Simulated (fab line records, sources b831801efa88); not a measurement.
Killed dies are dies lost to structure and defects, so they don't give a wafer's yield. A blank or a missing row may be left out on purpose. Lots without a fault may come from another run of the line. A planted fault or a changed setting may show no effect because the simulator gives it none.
Problem report in the 8D (eight disciplines) form, filled by code | flow sky130 | the parts of the form that need people (team, actions taken, sign-off) are left out

1. THE PROBLEM
VIA1_W_RS at SKY_VIA1_RS_MEAS_22 reads a mean of 0.407 ohm/sq on 5 wafers of 3 lots; wafers without a fault read 0.427 ohm/sq with a standard deviation of 0.004. That is -5.0 standard deviations from the usual mean.
The step: measures by four-point-probe.
First seen on wafer L373.3, day 36 16:53, on film_metro-01. The record holds 30 wafers of 10 lots with a number at this step. Rule for "out", or "out of limits": more than 4 standard deviations from the usual mean. The other wafers with a number count as sound.

2. WHAT IT IS AND WHAT IT IS NOT
question                    | is                                     | is not
which readings at this step | VIA1_W_RS                              | -
which lots                  | L373, L375, L376                       | L366, L367, L368, L369, L383, L386, L387
which wafers of those lots  | L373.3, L375.1, L375.5, L376.2, L376.4 | L373.1, L373.6, L375.6, L376.3
read on which gauges        | film_metro-01, film_metro-04           | film_metro-02
when                        | from day 36 16:53                      | up to then (14 sound wafers); but 11 sound wafers of L375, L376, L383, L386, L387 came after

3. SUSPECTS, AND WHAT RULES EACH OUT
Counting: a tool at a process step up to the reading stays a suspect if it ran every lot that is out. Sound lots after the first of them don't rule it out here, since some wafers of a struck lot are sound.
- the gauge at SKY_VIA1_RS_MEAS_22: ruled out. The wafers that are out were read on 2 gauges (film_metro-01, film_metro-04).
- plasma_asher-03 at SKY_VIA1_STRIP_16 (strips in O2/N2): kept. It ran every lot that is out, first L373 (day 36 16:08); its last sound lot up to then is L368 (day 35 07:50).
- cvd_w-01 at SKY_VIA1_CVD_21 (deposits W, target thk 270 nm, time 80.902 s): kept. It ran every lot that is out, first L373 (day 36 16:47); its last sound lot up to then is L369 (day 35 11:50). Its own readings are out on those wafers: chamber_pressure_Torr.
- Within cvd_w-01 at SKY_VIA1_CVD_21: the wafers that are out ran in chamber 0; their sound lot-mates ran in chamber 1.
Left after counting: plasma_asher-03 at SKY_VIA1_STRIP_16, cvd_w-01 at SKY_VIA1_CVD_21.

4. THE CAUSE (what the simulator had put in)
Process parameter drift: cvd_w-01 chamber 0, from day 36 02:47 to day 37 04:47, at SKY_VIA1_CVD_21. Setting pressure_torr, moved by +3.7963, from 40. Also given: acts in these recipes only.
Counting left 2 suspects, and this tool is among them.

5. THE CHAIN OF EFFECTS, in route order
Each row: a reading whose mean over the struck wafers that have a number lies more than 3 standard deviations from the usual. Only readings for which the record gives a usual standard deviation are gone through. hours: the time from each lot's start at the first step in this table that gives one to its start at this step, as a median over the lots. sigmas: the change in usual standard deviations.
hours | step                 | reading               | usual        | on struck wafers | change | sigmas
0     | SKY_VIA1_CVD_21      | chamber_pressure_Torr | 39.99 Torr   | 43.90            | +3.91  | +45
0     | SKY_VIA1_RS_MEAS_22  | VIA1_W_RS             | 0.427 ohm/sq | 0.407            | -0.020 | -5.0
0     | SKY_VIA1_THK_MEAS_23 | VIA1_W_THK            | 276 nm       | 290              | +14    | +4.0
The process steps in it:
- SKY_VIA1_CVD_21: deposits W, target thk 270 nm, time 80.902 s.

6. WHAT WOULD HAVE CAUGHT IT SOONER
In this record the first reading out of limits at a measuring or inspecting step was taken at day 36 16:53, 14 hours after the fault began at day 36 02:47.
The tool's own readings at SKY_VIA1_CVD_21 were out on every struck wafer that the step has a row for (chamber_pressure_Torr): an alarm limit on them would have fired on the first of those.
Of the lots that are out (3), L375, L376 began SKY_VIA1_CVD_21 on cvd_w-01 after day 36 16:53. A hold on the tool at that time would have spared those 2.
